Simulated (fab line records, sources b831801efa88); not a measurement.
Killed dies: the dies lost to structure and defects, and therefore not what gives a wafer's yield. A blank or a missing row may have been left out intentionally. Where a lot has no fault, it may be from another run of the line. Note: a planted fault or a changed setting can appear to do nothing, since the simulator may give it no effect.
Which tool did it? | flow sky130 | route of 708 steps, sampled at 1 step: 7 lots, 21 wafers

## WHAT EACH GAUGE READ, for each wafer
SKY_VT_ADJUST_LVTN_TW_MEAS_21.
lot  | measured     | on            | VT_ADJUST_LVTN_2_TW
L160 | day 8 14:31  | film metro-02 | 185.6 186.0 185.9
L166 | day 10 00:47 | film metro-03 | 187.3 186.5 187.4
L169 | day 10 22:41 | film metro-04 | 191.1 190.7 190.9
L172 | day 11 16:53 | film metro-02 | 187.3 186.8 187.7
L174 | day 12 10:46 | film metro-04 | 189.6 189.5 189.7
L179 | day 13 22:58 | film metro-03 | 187.8 188.1 188.0
L181 | day 14 11:53 | film metro-02 | 187.1 186.0 187.5

## TOOL THAT RAN EACH LOT (tool first, then ch and the chambers of the sampled wafers, then the start)
The record holds no process step before these readings.

## THE ANSWER, worked out from the rows above alone
Rule: the lots themselves supply what counts as usual. The widest of any qualifying gaps counts: lots, ordered by their means at a reading, are off when they make up no more than a third of the lots, leave a main group of 4 or more, and stand apart from it by 3 or more times the standard deviation of that group's means. A main group is skipped when, at the precision printed for the reading in the tables above, its means are all equal. A lot without any number at a reading at which 4 lots or more have one is off too. The other lots that the step has rows for count as sound.
No lot is off on any of the readings shown, so nothing can be concluded from this.

## WHAT THE SIMULATOR PUT IN
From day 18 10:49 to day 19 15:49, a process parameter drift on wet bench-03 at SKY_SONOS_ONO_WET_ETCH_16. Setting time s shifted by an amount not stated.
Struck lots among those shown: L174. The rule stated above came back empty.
